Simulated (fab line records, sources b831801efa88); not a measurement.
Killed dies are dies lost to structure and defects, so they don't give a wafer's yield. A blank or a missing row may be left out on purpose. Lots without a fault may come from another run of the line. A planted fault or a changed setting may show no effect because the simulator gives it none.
fab line records | flow sky130
record lots=6 wafers=18 last_day=50
route steps=708 shown LOCAL_INTERCONNECT@388 PAD_OPEN@708
lots that met no fault: from a run of the same line without faults
start_h: hours from the record's first day to the start of the lot's first wafer shown | wait_h: hours since the lot's step before | " the same as in the row above | L1.1+2: a row that stands for several wafers | - no value, or no start given | * or withheld: withheld | < > ~ a bound
route shown NAME@n: a module of which the file shows steps, and the number in the route of the first | usual: mean/standard deviation of fault-free wafers | same: alike in all rows | chamber/n: place in a boat | sites: the reading at each site | _std_site: their standard deviation | _edge_site: outer sites' mean less inner sites' | radius_mm: how far each site lies from the wafer's centre | mask NAME#n: copy n | behind: the tool/chamber that last shaped the wafer | hold: why the lot was held/for how many hours/how that ended | device: the transistor (n, p or np) that didn't switch | end of line: the same wafers' tests at the end of the route | a step without rows: its recipe alone | killed: dies lost to structure and defects at the first sort, not the wafer's yield | map: a wafer's dies, x killed, . not, _ none there
set.NAME: the setting as run; set.NAME@STEP: as run at that earlier step | model.NAME: the simulator's own value behind a step, which no gauge read
lots at some steps of the route; a table a step, a row a wafer
services: from which hour (start_h, from the record's first day; less than 0 if before it) a tool's chamber was out of use, for how many hours, and why
## steps
# step SKY_LOCAL_INTERCONNECT_RS_MEAS_01
# recipe thk_meas_gauge=four-point-probe reads=TiN_of_LOCAL_INTERCONNECT_SPUTTER_00
# usual LOCAL_INTERCONNECT_TIN_RS=14.12/0.15
# columns lot.wafer tool chamber start_h wait_h LOCAL_INTERCONNECT_TIN_RS[ohm/sq]
L606.3 film_metro-02 - 715.33 0.1 14.20
L606.4 " - " " 14.39
L606.6 " - " " 14.20
L612.3 film_metro-03 - 750.65 0.1 14.22
L612.4 " - " " 14.30
L612.6 " - " " 14.22
L619.2 film_metro-02 - 810.77 0.1 14.27
L619.4 " - " " 14.21
L619.5 " - " " 14.32
L621.2 film_metro-03 - 831.32 0.1 14.10
L621.3 " - " " 14.03
L621.6 " - " " 14.17
L623.1 film_metro-01 - 832.34 0.0 13.87
L623.4 " - " " 13.86
L623.5 " - " " 13.88
L625.1 film_metro-01 - 846.01 0.0 14.23
L625.4 " - " " 14.25
L625.6 " - " " 14.15
# step SKY_LOCAL_INTERCONNECT_THK_MEAS_02
# recipe thk_meas_gauge=xrf reads=TiN_of_LOCAL_INTERCONNECT_SPUTTER_00
# usual LOCAL_INTERCONNECT_TIN_THK=99.8/1.1
# columns lot.wafer tool chamber start_h wait_h LOCAL_INTERCONNECT_TIN_THK[nm]
L606.3 film_metro-02 - 715.43 0.1 100.6
L606.4 " - " " 99.3
L606.6 " - " " 100.6
L612.3 film_metro-03 - 750.75 0.1 98.0
L612.4 " - " " 97.6
L612.6 " - " " 98.2
L619.2 film_metro-02 - 810.88 0.1 99.7
L619.4 " - " " 100.3
L619.5 " - " " 99.7
L621.2 film_metro-03 - 831.43 0.1 99.1
L621.3 " - " " 98.6
L621.6 " - " " 98.5
L623.1 film_metro-01 - 832.46 0.1 101.0
L623.4 " - " " 101.3
L623.5 " - " " 101.0
L625.1 film_metro-01 - 846.13 0.1 99.2
L625.4 " - " " 98.8
L625.6 " - " " 99.3
# step SKY_LOCAL_INTERCONNECT_DEHYDRATE_03
# recipe temp_c=200 time_s=60
# step SKY_LOCAL_INTERCONNECT_HMDS_04
# recipe prime_time_s=60 prime_temp_c=120
# step SKY_LOCAL_INTERCONNECT_COAT_05
# recipe resist=BARC temp_c=withheld time_s=withheld spin_rpm=3000 resist_thk_nm=60
# step SKY_LOCAL_INTERCONNECT_COAT_06
# recipe resist=KrF-thick spin_rpm=3000 resist_thk_nm=450
# step SKY_LOCAL_INTERCONNECT_SOFTBAKE_07
# recipe temp_c=100 time_s=90 resist=KrF-thick
# step SKY_LOCAL_INTERCONNECT_EXPOSE_08
# recipe mask_id=LI1M na=0.8 source_shape=annular sigma_inner=0.55 sigma_outer=0.85 target_cd_nm=170 dose_mj=28
# step SKY_LOCAL_INTERCONNECT_PEB_09
# recipe peb_temp_c=withheld peb_time_s=withheld resist=KrF-thick
# step SKY_LOCAL_INTERCONNECT_DEVELOP_10
# recipe develop_time_s=60 resist=KrF-thick dev_temp_c=21
# step SKY_LOCAL_INTERCONNECT_CD_MEAS_11
# recipe target_cd_nm=170
# usual cd_nm=169.3/1.7
# columns lot.wafer tool chamber start_h wait_h cd_nm
L606.3 cd_sem-01 - 743.29 - 172.3
L606.4 " - " " 172.1
L606.6 " - " " 171.1
L612.3 cd_sem-02 - 776.95 - 170.6
L612.4 " - " " 170.8
L612.6 " - " " 168.1
L619.2 cd_sem-02 - 836.53 - 171.0
L619.4 " - " " 169.1
L619.5 " - " " 169.5
L621.2 cd_sem-01 - 856.62 - 170.2
L621.3 " - " " 170.3
L621.6 " - " " 168.6
L623.1 cd_sem-01 - 857.30 - 167.9
L623.4 " - " " 170.0
L623.5 " - " " 168.0
L625.1 cd_sem-02 - 871.86 - 166.9
L625.4 " - " " 168.5
L625.6 " - " " 166.9
# step SKY_LOCAL_INTERCONNECT_OVL_MEAS_12
# usual LOCAL_INTERCONNECT_OVL=-2/5
# columns lot.wafer tool chamber start_h wait_h LOCAL_INTERCONNECT_OVL[nm]
L606.3 overlay-01 - 743.38 0.1 -1
L606.4 " - " " 0
L606.6 " - " " -4
L612.3 overlay-02 - 777.04 0.1 -2
L612.4 " - " " -6
L612.6 " - " " -9
L619.2 overlay-02 - 836.64 0.1 0
L619.4 " - " " -2
L619.5 " - " " -8
L621.2 overlay-01 - 856.73 0.1 2
L621.3 " - " " 1
L621.6 " - " " -2
L623.1 overlay-01 - 857.42 0.1 -4
L623.4 " - " " 2
L623.5 " - " " -5
L625.1 overlay-02 - 871.98 0.1 4
L625.4 " - " " -5
L625.6 " - " " -7
# step SKY_LOCAL_INTERCONNECT_ETCH_13
# recipe chemistry=N2/H2 target=BARC ion_energy_ev=200 bias_w=100 pressure_mtorr=30 n2_flow_sccm=100 h2_flow_sccm=200 icp_w=500 stop_on=SiO2 time_s=45.9 target_depth_a=600
# usual drypump_motor_current_A=5.9/0.37 oes_product_au=0.855/0.0047 throttle_valve_pct=13.223/0.0093
# columns lot.wafer tool chamber start_h wait_h drypump_motor_current_A oes_product_au rf_hours_counter_h throttle_valve_pct model.KrF-thick_of_LOCAL_INTERCONNECT_COAT_06.thk_nm
L606.3 rie_metal-03 1 743.43 0.0 5.9 0.853 - 13.224 392.2
L606.4 " 0 " " 5.6 0.849 - 13.205 391.7
L606.6 " 1 " " 5.9 0.853 - 13.225 394.1
L612.3 rie_metal-03 0 777.11 0.1 5.6 0.857 - 13.236 393.4
L612.4 " 0 " " 5.5 0.851 - 13.226 392
L612.6 " 0 " " 5.5 0.856 - 13.218 393.1
L619.2 rie_metal-03 0 836.67 0.0 5.6 0.857 8 13.221 401.6
L619.4 " 1 " " 5.9 0.855 - 13.242 395.6
L619.5 " 1 " " 5.9 0.852 - 13.220 395.1
L621.2 rie_metal-03 1 856.76 0.0 5.9 0.851 2 13.234 401.4
L621.3 " 0 " " 5.5 0.858 - 13.219 394.4
L621.6 " 1 " " 5.9 0.851 - 13.210 395.4
L623.1 rie_metal-02 0 857.46 0.0 6.4 0.860 9 13.217 391.8
L623.4 " 0 " " 6.4 0.859 - 13.216 390.9
L623.5 " 0 " " 6.4 0.855 - 13.232 390.9
L625.1 rie_metal-02 0 872.02 0.0 6.4 0.857 10 13.218 392.3
L625.4 " 0 " " 6.4 0.848 - 13.225 393.1
L625.6 " 1 " " 5.5 0.856 - 13.211 393.2
# step SKY_LOCAL_INTERCONNECT_METAL_ETCH_14
# recipe target_depth_nm=110 stop_on=PSG chemistry=Cl2/BCl3 target=TiN resist_sidewall_deg=88 pressure_mtorr=10 icp_w=900 bias_w=48.5 Cl2_flow_sccm=60 bcl3_flow_sccm=30 time_s=31.4
# usual drypump_motor_current_A=5.9/0.37 oes_product_au=0.942/0.007 throttle_valve_pct=21.901/0.0099
# columns lot.wafer tool chamber start_h wait_h drypump_motor_current_A oes_product_au rf_hours_counter_h throttle_valve_pct model.KrF-thick_of_LOCAL_INTERCONNECT_COAT_06.thk_nm
L606.3 rie_metal-03 1 743.49 0.0 5.9 0.935 - 21.905 348.2
L606.4 " 0 " " 5.5 0.935 - 21.909 347.3
L606.6 " 1 " " 5.9 0.942 - 21.902 350.1
L612.3 rie_metal-03 0 777.23 0.1 5.5 0.945 - 21.912 349
L612.4 " 0 " " 5.5 0.942 - 21.911 347.8
L612.6 " 0 " " 5.5 0.941 - 21.898 348.3
L619.2 rie_metal-03 0 836.73 0.0 5.5 0.936 9 21.894 357.4
L619.4 " 1 " " 5.9 0.942 - 21.913 351
L619.5 " 1 " " 6.0 0.943 - 21.902 350.6
L621.2 rie_metal-03 1 856.82 0.0 5.9 0.931 2 21.895 357
L621.3 " 0 " " 5.5 0.948 - 21.899 349.8
L621.6 " 1 " " 5.9 0.935 - 21.906 351.1
L623.1 rie_metal-02 0 857.59 0.1 6.4 0.950 9 21.883 347.1
L623.4 " 0 " " 6.4 0.954 - 21.892 346.1
L623.5 " 0 " " 6.4 0.960 - 21.901 346.2
L625.1 rie_metal-02 0 872.08 0.0 6.4 0.937 10 21.906 347.5
L625.4 " 0 " " 6.3 0.930 - 21.907 348.5
L625.6 " 1 " " 5.4 0.945 - 21.891 349.3
# step SKY_LOCAL_INTERCONNECT_STRIP_15
# recipe chemistry=O2/N2 power_w=1400 pressure_mtorr=1500 platen_temp_c=withheld o2_flow_sccm=3000 n2_flow_sccm=300 overash_fraction=0.5
# usual drypump_motor_current_A=5.9/0.42 oes_product_au=0.427/0.0046 strip_time_to_endpoint_s=4.727/0.019
# columns lot.wafer tool chamber start_h wait_h drypump_motor_current_A oes_product_au rf_hours_counter_h strip_time_to_endpoint_s
L606.3 plasma_asher-03 1 743.56 0.1 5.8 0.427 - 4.717
L606.4 " 0 " " 5.8 0.431 - 4.704
L606.6 " 1 " " 5.7 0.426 - 4.738
L612.3 plasma_asher-04 1 777.33 0.1 5.3 0.436 - 4.734
L612.4 " 0 " " 6.0 0.430 - 4.736
L612.6 " 0 " " 6.0 0.434 - 4.719
L619.2 plasma_asher-04 1 836.78 0.0 5.3 0.430 94 4.820
L619.4 " 0 " " 6.0 0.423 - 4.768
L619.5 " 0 " " 6.0 0.430 - 4.750
L621.2 plasma_asher-04 0 856.87 0.0 6.0 0.436 96 4.817
L621.3 " 0 " " 6.0 0.430 - 4.737
L621.6 " 1 " " 5.3 0.432 - 4.733
L623.1 plasma_asher-04 0 857.69 0.1 6.0 0.433 96 4.696
L623.4 " 1 " " 5.3 0.423 - 4.695
L623.5 " 0 " " 6.0 0.421 - 4.687
L625.1 plasma_asher-01 1 872.13 0.0 6.7 0.424 12 4.704
L625.4 " 1 " " 6.7 0.425 - 4.725
L625.6 " 1 " " 6.7 0.430 - 4.739
# step SKY_LOCAL_INTERCONNECT_STRIP_16
# recipe chemistry=post_etch_residue_remover time_s=1200 temp_c=72.5
# step SKY_PAD_OPEN_PROBE_99
# usual killed_at_M0_to_M3=43/6.8 killed_at_M4_up=3.2/1.7 killed_at_contacts=24/5.7 killed_at_front_end=16/4.3 killed_at_other=0.3/0.56 killed_dies=86/9.5 killed_open=47/6.9 killed_short=39/5.8
# same gross_dies=492 killed_at_back_side=0
# columns lot.wafer tool chamber start_h wait_h killed_at_M0_to_M3 killed_at_M4_up killed_at_contacts killed_at_front_end killed_at_other killed_dies killed_open killed_short
L619.2 prober-02 - 1171.87 0.1 48 4 27 12 1 92 45 45
L621.2 prober-02 - 1185.32 0.1 40 3 38 23 1 105 56 42
# killed by level:class
L619.2 CONTACT:geometric_particle:open=8 VIA2:geometric_particle:open=8 VIA1:geometric_particle:open=7 LI_CONTACT:geometric_particle:open=7 METAL2:geometric_particle:short=7 METAL3:geometric_particle:short=7 VIA2:geometric_particle:short=6 METAL1:geometric_particle:short=5
L621.2 CONTACT:geometric_particle:open=15 LI_CONTACT:geometric_particle:open=10 VIA1:geometric_particle:open=9 FIELD_ISO:geometric_particle:short=8 METAL1:geometric_particle:short=6 LOCAL_INTERCONNECT:area_etch=6 POLY_GATE:geometric_particle:open=5 FIELD_ISO:geometric_particle:open=4
## services
# columns tool chamber start_h hours kind
plasma_asher-01 - 733.75 9.0 pm
plasma_asher-01 0 733.75 9.0 vent_cycle
plasma_asher-01 1 733.75 9.0 vent_cycle
plasma_asher-01 - 742.75 2.8 pm
plasma_asher-01 0 742.75 - clean
plasma_asher-01 1 742.75 - clean
rie_metal-03 1 756.82 - clean
rie_metal-03 1 756.82 28.7 scheduled_down
rie_metal-03 1 756.82 28.7 vent_cycle
plasma_asher-03 - 783.87 0.4 repair
plasma_asher-01 - 827.90 4.4 repair
rie_metal-03 1 840.40 2.4 repair
rie_metal-02 1 848.24 - clean
rie_metal-02 1 848.24 18.5 scheduled_down
rie_metal-02 1 848.24 18.5 vent_cycle
rie_metal-02 - 870.06 1.5 repair
## key
first_sign step=SKY_LOCAL_INTERCONNECT_STRIP_15 reading=strip_time_to_endpoint_s direction=up sigmas=4.8 usual=* struck=*
effect none on later readings
model_effect step=SKY_LOCAL_INTERCONNECT_ETCH_13 value=KrF-thick_of_LOCAL_INTERCONNECT_COAT_06.thk_nm without=393.1 struck=401.5
model_effect step=SKY_LOCAL_INTERCONNECT_METAL_ETCH_14 value=KrF-thick_of_LOCAL_INTERCONNECT_COAT_06.thk_nm without=348.8 struck=357.2
met_at SKY_LOCAL_INTERCONNECT_ETCH_13
struck_wafers L619.2,L621.2
tester_left_out L619,L621
onset_between 777.11 836.67
fault kind=process_parameter_drift tool=rie_metal-03 chamber=- onset_h=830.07 steps=SKY_LOCAL_INTERCONNECT_ETCH_13 channel=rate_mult offset=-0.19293 shape=step end_h=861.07 scope=struck_wafers_only
# tester_left_out: of these lots the tester's yield and bins aren't shown, on N5 and GAA mostly nor the transistor test; their killed dies are dies lost to structure and defects alone, not to doping, threshold or leakage, so they don't give the yield
